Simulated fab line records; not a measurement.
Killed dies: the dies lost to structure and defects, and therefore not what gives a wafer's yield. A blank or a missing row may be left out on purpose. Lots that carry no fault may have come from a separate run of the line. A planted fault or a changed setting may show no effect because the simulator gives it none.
Comparing a struck lot with a sound one || flow gf180mcu || 16 steps out of a route of 602
Sound: these wafers, L893.2, L893.3, L893.6. Struck: wafers L904.1, L904.2, L904.6. Last of all comes the cause.
At each step with rows: each side's tool, then ch and its chambers, then its first start. Under that, the readings that differ: sound wafers || struck wafers || difference of the means || sigmas: that difference in standard deviations of wafers without a fault.
alike: readings whose means differ by less than 2 such deviations, and words and numbers that are the same on both sides. not compared: withheld readings, readings that some wafer has no value for, bounds like >300 that may hide the same value, and numbers for which the record gives no deviation and whose values overlap.
Wherever a step has rows on one side only, a row that says differs or no value, or a row with sigmas, the two part there. Numbers that have no deviation but don't overlap get no sigmas and don't part them. Lack of a reading on every wafer of one side parts them only where that side has two or more wafers.

first, 6 steps without rows for these wafers: GF_M1_HMDS_08 (prime time 60 s); GF_M1_COAT_09 (resist thk 1000 nm); GF_M1_SOFTBAKE_10 (time 60 s); GF_M1_EXPOSE_11 (exposes mask Metal1, target cd 230 nm); GF_M1_PEB_12 (peb time 90 s); GF_M1_DEVELOP_13 (develop time 60 s).
GF_M1_CD_MEAS_14 targets a cd of 230 nm.
  sound on cd-sem-01, day 18 05:37; struck on cd-sem-01, day 22 11:09
  alike: cd-nm
GF_M1_OVL_MEAS_15:
  sound on overlay-01, day 18 05:44; struck on overlay-02, day 22 11:16
  alike: M1_OVL
GF_M1_METAL_ETCH_16: etches the open film in Cl2/BCl3, stops on SiO2, target depth 750.8 nm, time 125.1 s.
  sound on rie-metal-04 ch 0, day 18 05:46; struck on rie-metal-04 ch 1, day 22 11:19
  alike: drypump-motor-current-A, mfc-cl2-sccm, oes-product-au, throttle-valve-pct
  not compared: rf-hours-counter-h
GF_M1_STRIP_17: strips in O2/N2.
  sound on plasma-asher-03 ch 0,1, day 18 05:53; struck on plasma-asher-03 ch 0,1, day 22 11:34
{"reading": "strip-time-to-endpoint-s (s)", "sound": "7.32 7.33 7.35", "struck": "7.49 7.43 7.42", "difference": "+0.11", "sigmas": "+3"}
  alike: drypump-motor-current-A, heater-power-w, oes-product-au
  not compared: rf-hours-counter-h
then, 2 steps without rows for these wafers: GF_M1_STRIP_18 (strips in post etch residue remover, time 1200 s); GF_M1_CLEAN_19 (cleans in DIW).
GF_V1_CVD_00: deposits SiO2, target thk 600 nm, time 100 s.
  sound on hdpcvd-01 ch 0,1,2, day 18 06:27; struck on hdpcvd-02 ch 0,1, day 22 12:06
{"reading": "sih4-flow-sccm (sccm)", "sound": "59.90 60.32 59.85", "struck": "71.74 72.14 71.84", "difference": "+11.88", "sigmas": "+66"}
{"reading": "model.SiO2_of_V1_CVD_00.thk-nm (nm)", "sound": "597.4 605.4 594.5", "struck": "727.7 723.5 725.2", "difference": "+126.4", "sigmas": ""}
GF_V1_THK_MEAS_01:
  sound on film-metro-02, day 18 06:32; struck on film-metro-02, day 22 12:10
{"reading": "V1_CVD_00_THK (nm)", "sound": "598 605 594", "struck": "728 724 725", "difference": "+127", "sigmas": "+23"}
GF_V1_CVD_02: deposits SiO2 from TEOS, target thk 850 nm, time 94.851 s.
  sound on pecvd-04 ch 0,1, day 18 06:35; struck on pecvd-04 ch 1,2, day 22 12:14
  alike: heater-power-w
after that, 1 step had no rows for these wafers: GF_PASSIVATION_PROBE_99.

## WHERE THEY PART
Earliest at GF_M1_STRIP_17; latest, in this record, at GF_V1_THK_MEAS_01. Later steps at which nothing parts them and some readings are alike: GF_V1_CVD_02.

WHY: the cause the simulator had injected
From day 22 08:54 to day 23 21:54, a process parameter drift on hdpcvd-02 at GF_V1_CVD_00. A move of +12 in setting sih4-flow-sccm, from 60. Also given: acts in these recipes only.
